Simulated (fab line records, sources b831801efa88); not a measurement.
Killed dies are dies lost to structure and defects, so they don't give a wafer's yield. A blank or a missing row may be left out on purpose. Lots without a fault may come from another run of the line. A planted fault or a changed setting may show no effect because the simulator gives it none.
Chamber matching | flow gf180mcu | GF_V3_CMP_04 on cmp-01: 4 sister chambers
The step polishes SiO2. 8 wafers are shown with their chamber, then 7 later ones without.

WAFERS WITH THEIR CHAMBER
wafer  | chamber | motor_current_A (A) | time_to_endpoint_s (s)
L956.2 | 1       | 12.4                | 75
L957.1 | 1       | 12.6                | 79
L957.3 | 2       | 12.0                | 81
L960.1 | 0       | 11.5                | 76
L960.5 | 0       | 11.3                | 78
L960.6 | 3       | 13.3                | 85
L961.2 | 3       | 13.4                | 76
L961.4 | 2       | 13.1                | 80

WAFERS WITHOUT THEIR CHAMBER
wafer  | motor_current_A (A) | time_to_endpoint_s (s)
L961.5 | 12.5                | 83
L974.2 | 11.1                | 77
L974.4 | 13.5                | 88
L974.5 | 11.2                | 87
L975.2 | 11.5                | 82
L975.3 | 11.9                | 77
L975.6 | 12.9                | 89

WHICH CHAMBER EACH WENT THROUGH
wafer  | from the rows above          | in truth
L961.5 | can't be placed: 2 or 1 or 3 | 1
L974.2 | 0                            | 0
L974.4 | can't be placed: 3 or 2 or 1 | 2
L974.5 | can't be placed: 0 or 2 or 1 | 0
L975.2 | can't be placed: 0 or 2 or 1 | 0
L975.3 | can't be placed: 0 or 1 or 2 | 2
L975.6 | can't be placed: 2 or 3 or 1 | 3
Placed correctly: 1 of 7. Can't be placed from these rows: 6 (the true chamber is among the candidates in 6). Placed wrongly: 0.
How it was worked out, from the rows above alone: a wafer's distance from a chamber is the root of the sum, over the readings, of the square of ((its reading less the chamber's mean) divided by the reading's scatter). The wafer belongs to the nearest chamber; if the next one is less than 2 further off, it can't be placed. A chamber's mean is the mean of its shown wafers. The scatter: the root of (the sum of the squares of (reading less its chamber's mean) over the shown wafers, divided by (wafers less chambers)).
